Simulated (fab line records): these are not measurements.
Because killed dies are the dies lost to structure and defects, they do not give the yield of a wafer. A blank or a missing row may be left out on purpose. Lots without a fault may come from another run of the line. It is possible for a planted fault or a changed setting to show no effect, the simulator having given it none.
fab line records	flow gf180mcu
record: lots: 11	wafers: 33	last-day: 34
route steps=602 shown CONTACT@301 M1@317
lots that met no fault: from a run of the same line without faults
start-h: hours from the record's opening day to when the first of the lot's shown wafers began	wait-h: hours from the lot's prior step to this one	" as in the row above	L1.1+2: a single row standing in for several wafers	- no value, or no start was given	* or withheld: withheld	< > ~ a bound
route shown NAME@n: names a module that has steps shown in the file, with the first one's number in the route	usual: mean/standard deviation taken from wafers without a fault	same: alike in all rows	chamber/n: place in a boat	sites: per-site readings	_std_site: standard deviation of those values	_edge_site: mean of outer sites minus mean of inner sites	radius-mm: for every site, how far away it sits from the centre of the wafer	mask NAME#n: copy n	behind: the last tool/chamber to shape the wafer	hold: what put the lot on hold/how long, in hours/how the hold closed	device: the n, p or np transistor that did not switch	end of line: the route-end tests of the same wafers	a step without rows: its recipe alone	killed: not the wafer's yield, but the dies lost to structure and defects at the first sort	map: a wafer's dies, x killed, . not, _ none there
set.NAME: the setting the step ran with; set.NAME@STEP: the setting that earlier step ran with	model.NAME: the simulator's own value behind a step, which no gauge read
the route's steps for a sample of lots (tables are steps, rows are wafers)
services: a tool's chamber out of use, with start hour (start-h, from the record's first day; less than 0 if before it), hours out, and reason
== steps ==
step: GF_CONTACT_CD_MEAS_14
recipe: target-cd-nm: 220
usual: cd-nm: 219.8/1.4
lot.wafer	tool	chamber	start-h	wait-h	cd-nm
L694.1	cd-sem-01	-	378.64	0.1	219.4
L694.2	"	-	"	"	220.6
L694.3	"	-	"	"	219.4
L695.2	cd-sem-02	-	389.46	0.1	219.3
L695.5	"	-	"	"	219.3
L695.6	"	-	"	"	219.0
L697.2	cd-sem-01	-	408.41	0.1	219.8
L697.4	"	-	"	"	219.5
L697.6	"	-	"	"	220.4
L698.1	cd-sem-01	-	412.09	0.1	221.3
L698.3	"	-	"	"	222.9
L698.4	"	-	"	"	221.4
L701.1	cd-sem-02	-	442.39	0.1	220.1
L701.3	"	-	"	"	219.4
L701.4	"	-	"	"	219.1
L705.1	cd-sem-01	-	480.89	0.1	220.9
L705.3	"	-	"	"	220.8
L705.5	"	-	"	"	221.2
L707.1	cd-sem-02	-	497.84	0.1	216.5
L707.3	"	-	"	"	217.2
L707.6	"	-	"	"	219.3
L713.1	cd-sem-01	-	540.94	0.1	218.1
L713.4	"	-	"	"	218.9
L713.5	"	-	"	"	217.3
L714.4	cd-sem-02	-	548.70	0.1	218.8
L714.5	"	-	"	"	218.6
L714.6	"	-	"	"	218.4
L715.1	cd-sem-01	-	554.87	0.1	218.3
L715.3	"	-	"	"	216.9
L715.6	"	-	"	"	218.2
L716.1	cd-sem-01	-	557.89	0.1	219.4
L716.2	"	-	"	"	219.8
L716.3	"	-	"	"	221.0
step: GF_CONTACT_ETCH_17
recipe: chemistry: C4F8/O2/Ar	mask-material: KrF	target: SiO2	stop-on: CoSi2	source-w: 1500	bias-w: 1200	pressure-mtorr: 40	c4f8-flow-sccm: withheld	O2_flow_sccm: 6	Ar_flow_sccm: 300	time-s: withheld	target-depth-a: 8600
usual: oes-product-au: 0.815/0.005	rf-fwd-power-W: 1496/4.8
lot.wafer	tool	chamber	start-h	wait-h	oes-product-au	rf-fwd-power-W
L694.1	rie-diel-03	0	-	-	0.809	1497
L694.2	"	3	"	"	0.803	1498
L694.3	"	2	"	"	0.816	1493
L695.2	rie-diel-04	1	-	-	0.817	1495
L695.5	"	0	"	"	0.814	1494
L695.6	"	1	"	"	0.818	1497
L697.2	rie-diel-02	2	-	-	0.812	1494
L697.4	"	0	"	"	0.816	1494
L697.6	"	2	"	"	0.815	1494
L698.1	rie-diel-02	0	-	-	0.813	1491
L698.3	"	3	"	"	0.817	1487
L698.4	"	1	"	"	0.816	1500
L701.1	rie-diel-04	2	-	-	0.824	1489
L701.3	"	0	"	"	0.810	1497
L701.4	"	1	"	"	0.817	1499
L705.1	rie-diel-04	1	-	-	0.811	1497
L705.3	"	0	"	"	0.808	1492
L705.5	"	1	"	"	0.807	1499
L707.1	rie-diel-04	1	-	-	0.818	1493
L707.3	"	0	"	"	0.815	1502
L707.6	"	3	"	"	0.823	1503
L713.1	rie-diel-03	3	-	-	0.816	1495
L713.4	"	1	"	"	0.812	1491
L713.5	"	3	"	"	0.815	1492
L714.4	rie-diel-03	1	-	-	0.819	1491
L714.5	"	2	"	"	0.822	1507
L714.6	"	3	"	"	0.822	1487
L715.1	rie-diel-03	2	-	-	0.810	1496
L715.3	"	3	"	"	0.821	1496
L715.6	"	3	"	"	0.813	1497
L716.1	rie-diel-04	3	-	-	0.809	1502
L716.2	"	1	"	"	0.818	1489
L716.3	"	0	"	"	0.816	1500
step: GF_CONTACT_CVD_24
recipe: material: W	target-thk-nm: 300	time-s: 90.339	temp-c: 400	pressure-torr: 40
usual: chamber-pressure-Torr: 39.99/0.09	heater-power-w: 892/130	susceptor-temp-C: 399.98/0.21
lot.wafer	tool	chamber	start-h	wait-h	chamber-pressure-Torr	heater-power-w	susceptor-temp-C
L694.1	cvd-w-01	0	379.36	0.0	39.98	734	400.07
L694.2	"	1	"	"	39.91	1052	399.97
L694.3	"	0	"	"	39.96	759	400.08
L695.2	cvd-w-01	0	390.16	0.0	40.13	740	399.75
L695.5	"	1	"	"	40.02	1073	399.82
L695.6	"	0	"	"	40.07	722	399.89
L697.2	cvd-w-02	0	409.22	0.0	39.93	828	400.25
L697.4	"	1	"	"	39.93	924	399.98
L697.6	"	1	"	"	40.00	921	399.91
L698.1	cvd-w-01	1	412.82	0.0	39.97	1072	399.79
L698.3	"	0	"	"	39.94	723	399.84
L698.4	"	1	"	"	39.97	1065	399.79
L701.1	cvd-w-02	0	443.10	0.0	40.04	841	400.41
L701.3	"	1	"	"	39.90	895	400.10
L701.4	"	0	"	"	40.02	814	400.13
L705.1	cvd-w-01	1	481.61	0.0	40.02	1217	418.48
L705.3	"	1	"	"	39.91	1179	418.34
L705.5	"	1	"	"	39.96	1215	417.95
L707.1	cvd-w-01	0	498.65	0.0	40.17	802	418.50
L707.3	"	0	"	"	39.93	814	418.68
L707.6	"	1	"	"	39.96	1231	418.35
L713.1	cvd-w-02	1	541.73	0.0	39.94	937	400.05
L713.4	"	1	"	"	39.98	907	400.02
L713.5	"	1	"	"	39.95	930	399.91
L714.4	cvd-w-02	0	549.39	0.1	40.08	836	399.88
L714.5	"	0	"	"	40.20	831	399.68
L714.6	"	1	"	"	39.87	927	400.08
L715.1	cvd-w-02	0	555.60	0.0	40.08	821	399.95
L715.3	"	0	"	"	40.13	809	400.14
L715.6	"	1	"	"	40.03	942	400.11
L716.1	cvd-w-02	0	558.60	0.0	40.01	815	399.83
L716.2	"	1	"	"	39.93	944	400.16
L716.3	"	1	"	"	39.94	938	399.72
step: GF_CONTACT_RS_MEAS_25
recipe: thk-meas-gauge: four-point-probe	reads: W_of_CONTACT_CVD_24+TiN_of_CONTACT_SPUTTER_23+Ti_of_CONTACT_SPUTTER_22
usual: CONTACT_W_RS: 0.383/0.0047
lot.wafer	tool	chamber	start-h	wait-h	CONTACT_W_RS[ohm/sq]
L694.1	film-metro-04	-	379.46	0.1	0.379
L694.2	"	-	"	"	0.376
L694.3	"	-	"	"	0.378
L695.2	film-metro-01	-	390.28	0.1	0.382
L695.5	"	-	"	"	0.380
L695.6	"	-	"	"	0.384
L697.2	film-metro-04	-	409.34	0.1	0.381
L697.4	"	-	"	"	0.385
L697.6	"	-	"	"	0.383
L698.1	film-metro-02	-	412.92	0.1	0.378
L698.3	"	-	"	"	0.382
L698.4	"	-	"	"	0.381
L701.1	film-metro-01	-	443.20	0.1	0.381
L701.3	"	-	"	"	0.388
L701.4	"	-	"	"	0.382
L705.1	film-metro-04	-	481.71	0.1	0.274
L705.3	"	-	"	"	0.275
L705.5	"	-	"	"	0.274
L707.1	film-metro-02	-	498.75	0.1	0.278
L707.3	"	-	"	"	0.278
L707.6	"	-	"	"	0.276
L713.1	film-metro-02	-	541.83	0.1	0.385
L713.4	"	-	"	"	0.390
L713.5	"	-	"	"	0.392
L714.4	film-metro-02	-	549.51	0.1	0.385
L714.5	"	-	"	"	0.386
L714.6	"	-	"	"	0.382
L715.1	film-metro-04	-	555.70	0.1	0.386
L715.3	"	-	"	"	0.380
L715.6	"	-	"	"	0.385
L716.1	film-metro-02	-	558.70	0.1	0.382
L716.2	"	-	"	"	0.386
L716.3	"	-	"	"	0.382
step: GF_CONTACT_THK_MEAS_26
recipe: thk-meas-gauge: xrf	reads: W_of_CONTACT_CVD_24
usual: CONTACT_W_THK: 306/5.6
lot.wafer	tool	chamber	start-h	wait-h	CONTACT_W_THK[nm]
L694.1	film-metro-04	-	379.58	0.1	305
L694.2	"	-	"	"	310
L694.3	"	-	"	"	307
L695.2	film-metro-01	-	390.39	0.1	312
L695.5	"	-	"	"	313
L695.6	"	-	"	"	311
L697.2	film-metro-04	-	409.45	0.1	304
L697.4	"	-	"	"	302
L697.6	"	-	"	"	305
L698.1	film-metro-02	-	413.04	0.1	311
L698.3	"	-	"	"	308
L698.4	"	-	"	"	311
L701.1	film-metro-01	-	443.32	0.1	314
L701.3	"	-	"	"	307
L701.4	"	-	"	"	312
L705.1	film-metro-04	-	481.83	0.1	416
L705.3	"	-	"	"	414
L705.5	"	-	"	"	419
L707.1	film-metro-02	-	498.87	0.1	422
L707.3	"	-	"	"	423
L707.6	"	-	"	"	425
L713.1	film-metro-02	-	541.95	0.1	305
L713.4	"	-	"	"	300
L713.5	"	-	"	"	297
L714.4	film-metro-02	-	549.60	0.1	303
L714.5	"	-	"	"	302
L714.6	"	-	"	"	306
L715.1	film-metro-04	-	555.82	0.1	298
L715.3	"	-	"	"	306
L715.6	"	-	"	"	301
L716.1	film-metro-02	-	558.82	0.1	308
L716.2	"	-	"	"	305
L716.3	"	-	"	"	309
step: GF_CONTACT_CMP_27
recipe: stop-on: SiO2	down-force-psi: 3.5	platen-rpm: 60	t-overpolish-s: 15.91	target-thk-nm: 0	pad-velocity-m-s: 0.94248
usual: motor-current-A: 10.5/0.84	time-to-endpoint-s: 73/3.4
lot.wafer	tool	chamber	start-h	wait-h	motor-current-A	time-to-endpoint-s
L694.2	cmp-02	2	379.64	0.0	10.5	79
L694.3	"	3	"	"	10.9	79
L694.1	"	1	"	"	12.7	80
L695.2	cmp-01	2	390.59	0.2	10.1	72
L695.5	"	3	"	"	10.8	70
L695.6	"	0	"	"	8.9	74
L697.2	cmp-01	1	409.50	0.0	10.7	72
L697.4	"	3	"	"	10.7	71
L697.6	"	1	"	"	10.5	70
L698.4	cmp-01	3	413.10	0.0	10.8	78
L698.1	"	0	"	"	8.8	79
L698.3	"	2	"	"	9.3	79
L701.1	cmp-02	3	443.38	0.1	10.9	72
L701.4	"	1	"	"	11.5	77
L701.3	"	2	"	"	10.5	68
L705.1	cmp-01	3	481.94	0.1	11.0	97
L705.3	"	1	"	"	11.0	97
L705.5	"	2	"	"	9.9	100
L707.3	cmp-01	0	498.93	0.0	9.1	98
L707.1	"	3	"	"	10.9	95
L707.6	"	0	"	"	9.1	98
L713.4	cmp-01	1	542.16	0.2	10.7	68
L713.1	"	3	"	"	11.3	70
L713.5	"	1	"	"	11.1	68
L714.4	cmp-01	1	549.78	0.2	11.1	68
L714.5	"	2	"	"	10.2	72
L714.6	"	3	"	"	11.1	68
L715.3	cmp-02	2	556.31	0.5	10.5	70
L715.1	"	0	"	"	10.9	77
L715.6	"	2	"	"	10.4	72
L716.1	cmp-01	0	558.88	0.1	9.3	72
L716.3	"	1	"	"	11.0	72
L716.2	"	2	"	"	10.3	71
step: GF_M1_SPUTTER_02
recipe: material: AlCu	target-thk-nm: 450	power-w: 10600	time-s: 23.9	chamber-pressure-pa: 0.4
usual: cathode-dc-power-W: 10600/2	throttle-valve-pct: 29.9/0.88
lot.wafer	tool	chamber	start-h	wait-h	cathode-dc-power-W	throttle-valve-pct
L694.1	pvd-sputter-02	-	380.07	0.0	10600	28.4
L694.2	"	-	"	"	10602	29.7
L694.3	"	-	"	"	10602	29.3
L695.2	pvd-sputter-02	-	390.88	0.0	10600	28.3
L695.5	"	-	"	"	10597	29.4
L695.6	"	-	"	"	10601	28.3
L697.2	pvd-sputter-01	-	409.93	0.0	10601	30.3
L697.4	"	-	"	"	10604	29.5
L697.6	"	-	"	"	10598	30.6
L698.1	pvd-sputter-03	-	413.53	0.0	10603	31.0
L698.3	"	-	"	"	10599	31.0
L698.4	"	-	"	"	10598	29.5
L701.1	pvd-sputter-01	-	443.82	0.0	10600	30.5
L701.3	"	-	"	"	10598	30.9
L701.4	"	-	"	"	10601	29.8
L705.1	pvd-sputter-01	-	482.32	0.0	10600	29.6
L705.3	"	-	"	"	10602	30.4
L705.5	"	-	"	"	10602	29.6
L707.1	pvd-sputter-03	-	499.36	0.0	10598	31.5
L707.3	"	-	"	"	10597	31.0
L707.6	"	-	"	"	10600	29.6
L713.1	pvd-sputter-01	-	542.54	0.0	10597	29.2
L713.4	"	-	"	"	10597	30.7
L713.5	"	-	"	"	10597	30.5
L714.4	pvd-sputter-03	-	550.06	0.0	10598	29.7
L714.5	"	-	"	"	10602	31.0
L714.6	"	-	"	"	10600	31.3
L715.1	pvd-sputter-02	-	556.74	0.0	10599	28.6
L715.3	"	-	"	"	10598	29.8
L715.6	"	-	"	"	10600	28.7
L716.1	pvd-sputter-02	-	559.31	0.0	10600	28.5
L716.2	"	-	"	"	10601	29.6
L716.3	"	-	"	"	10601	29.8
== services ==
tool	chamber	start-h	hours	kind
rie-diel-04	2	365.71	9.1	repair
cmp-02	-	370.40	4.7	pm
cvd-w-02	-	390.00	14.0	pm
rie-diel-04	0	390.27	4.6	repair
rie-diel-04	0	398.13	1.2	repair
rie-diel-04	0	401.36	15.9	repair
cvd-w-01	-	411.62	0.7	repair
rie-diel-04	3	448.51	7.9	repair
cmp-01	-	465.75	3.0	repair
rie-diel-04	3	480.88	2.4	repair
cvd-w-01	1	482.98	12.7	repair
rie-diel-03	0	484.38	14.3	repair
cvd-w-01	-	489.77	6.0	pm
rie-diel-03	1	497.75	33.0	repair
cmp-01	-	500.96	4.2	pm
rie-diel-03	3	505.03	26.1	repair
cmp-01	-	505.15	8.2	pm
rie-diel-04	0	509.30	5.2	repair
cmp-01	-	517.94	0.9	repair
rie-diel-03	2	533.73	13.7	repair
rie-diel-03	3	544.44	2.3	repair
rie-diel-04	0	548.93	6.8	repair
rie-diel-04	2	555.11	6.5	repair
pvd-sputter-01	-	557.31	3.1	repair
== key ==
first-sign: step: GF_CONTACT_CVD_24	reading: susceptor-temp-C	direction: up	sigmas: 87	usual: *	struck: *
effect: step: GF_CONTACT_CVD_24	reading: heater-power-w	direction: up	sigmas: 1.5	usual: 892	struck: 1076
effect: step: GF_CONTACT_RS_MEAS_25	reading: CONTACT_W_RS	direction: down	sigmas: 22	usual: 0.383	struck: 0.276
effect: step: GF_CONTACT_THK_MEAS_26	reading: CONTACT_W_THK	direction: up	sigmas: 20	usual: 306	struck: 420
effect: step: GF_CONTACT_CMP_27	reading: time-to-endpoint-s	direction: up	sigmas: 7.3	usual: *	struck: *
met-at GF_CONTACT_CVD_24
struck-lots L705,L707
tester-left-out L705,L707
not-acting-at GF_CONTACT_CD_MEAS_14,GF_CONTACT_ETCH_17,GF_M1_SPUTTER_02
onset-between 412.82 481.61
fault: kind: process-parameter-drift	tool: cvd-w-01	chamber: -	onset-h: 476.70	steps: GF_CONTACT_CVD_24	channel: temp-c	offset: *	shape: step	end-h: 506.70	acts-in: *	stated: *
tester-left-out: of these lots the tester's yield and bins aren't shown, on N5 and GAA mostly nor the transistor test; their killed dies are dies lost to structure and defects alone, not to doping, threshold or leakage, so they don't give the yield
